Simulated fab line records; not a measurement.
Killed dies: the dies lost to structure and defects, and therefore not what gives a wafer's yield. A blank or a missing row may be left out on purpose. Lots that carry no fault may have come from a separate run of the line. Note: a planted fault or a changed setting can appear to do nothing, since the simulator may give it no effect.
Split-lot trial + flow sky130 + 23 wafers read across 5 lots, on a route 708 steps long

THE SPLIT
At SKY_LI_CONTACT_SPUTTER_20 (material TiN, target thk 20 nm, time 80 s), the setting time-s was moved away from the recipe's 80 s on 11 of the 23 wafers read, by -8.5% to +12.6%. The other wafers ran this setting at the recipe's value.

The reading comes from the split's own step.

THE READING
TiN_of_LI_CONTACT_SPUTTER_20.thk-nm (the simulator's own value, which no gauge read), in nm, at SKY_LI_CONTACT_SPUTTER_20 (material TiN, target thk 20 nm, time 80 s). The file gives no usual value for it. Across the 12 wafers here that went through the recipe, the average is 19.86 nm and the standard deviation 0.17 nm.

| wafer  | tool, chamber at the split | time-s as run, s | against the recipe | TiN_of_LI_CONTACT_SPUTTER_20.thk-nm, nm | against lot-mates on the recipe |
|--------|----------------------------|------------------|--------------------|-----------------------------------------|---------------------------------|
| L077.2 | pvd-sputter-03, -          | 80               | recipe             | 19.92                                   | -                               |
| L077.3 | pvd-sputter-03, -          | 80               | recipe             | 19.94                                   | -                               |
| L077.5 | pvd-sputter-03, -          | 80               | recipe             | 19.86                                   | -                               |
| L080.1 | pvd-sputter-02, -          | 80               | recipe             | 19.88                                   | -                               |
| L080.2 | pvd-sputter-02, -          | 80               | recipe             | 19.75                                   | -                               |
| L080.3 | pvd-sputter-02, -          | 73.23            | -8.5%              | 18.1                                    | -1.81                           |
| L080.5 | pvd-sputter-02, -          | 73.23            | -8.5%              | 18.22                                   | -1.69                           |
| L080.6 | pvd-sputter-02, -          | 80               | recipe             | 20.09                                   | -                               |
| L081.1 | pvd-sputter-03, -          | 80               | recipe             | 19.81                                   | -                               |
| L081.2 | pvd-sputter-03, -          | 84.47            | +5.6%              | 21.33                                   | +1.42                           |
| L081.3 | pvd-sputter-03, -          | 80               | recipe             | 20                                      | -                               |
| L081.4 | pvd-sputter-03, -          | 84.47            | +5.6%              | 21.36                                   | +1.45                           |
| L081.5 | pvd-sputter-03, -          | 84.47            | +5.6%              | 21.01                                   | +1.11                           |
| L082.2 | pvd-sputter-02, -          | 80               | recipe             | 20.03                                   | -                               |
| L082.3 | pvd-sputter-02, -          | 80               | recipe             | 19.97                                   | -                               |
| L082.4 | pvd-sputter-02, -          | 90.08            | +12.6%             | 22.32                                   | +2.32                           |
| L082.5 | pvd-sputter-02, -          | 90.08            | +12.6%             | 22.45                                   | +2.45                           |
| L082.6 | pvd-sputter-02, -          | 90.08            | +12.6%             | 22.37                                   | +2.37                           |
| L084.1 | pvd-sputter-03, -          | 80               | recipe             | 19.53                                   | -                               |
| L084.2 | pvd-sputter-03, -          | 87.32            | +9.1%              | 21.57                                   | +2.02                           |
| L084.6 | pvd-sputter-03, -          | 87.32            | +9.1%              | 21.57                                   | +2.02                           |
| L084.4 | pvd-sputter-03, -          | 80               | recipe             | 19.56                                   | -                               |
| L084.5 | pvd-sputter-03, -          | 87.32            | +9.1%              | 21.15                                   | +1.60                           |

FIT RESULTS
A straight line over all 23 wafers: TiN_of_LI_CONTACT_SPUTTER_20.thk-nm changes by +0.197 nm for each +1% of time-s; r = +0.98; the points scatter about the line by 0.21 nm.
The same after taking each lot's own level away (the mean of its wafers on the recipe; 23 wafers): +0.2 nm for each +1%; r = +0.99; scatter 0.15 nm.
That fit puts the effect of the largest move of time-s on the reading at 2.5 nm.
From 19.545 to 20.000 nm: that is the span of the lots' own levels, equal to 2.7 times the standard deviation above.
Consequently the slope shifts little with the lot-to-lot level, the two slopes agreeing.
Check: for one of the wafers moved furthest among these (+12.6%), held out of the fit, the line's prediction against its lot-mates is +2.57 nm. It came out at +2.32 nm against them.

OTHER SPLITS APPLIED TO THESE WAFERS
These wafers also went through other splits before the reading. Each is held against what the fit with the lots' levels taken away leaves over:
| other split on the same wafers   | wafers away from the commonest value | r with TiN_of_LI_CONTACT_SPUTTER_20.thk-nm (lot level and that fit taken away) |
|----------------------------------|--------------------------------------|--------------------------------------------------------------------------------|
| SKY_LI_CONTACT_EXPOSE_09 dose-mj | 8                                    | +0.12                                                                          |
| SKY_LI_CONTACT_SPUTTER_19 time-s | 11                                   | +0.13                                                                          |

THE FILE'S OWN FIT
TiN_of_LI_CONTACT_SPUTTER_20.thk-nm changes by +0.201 nm for each +1% of time-s, r = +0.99.
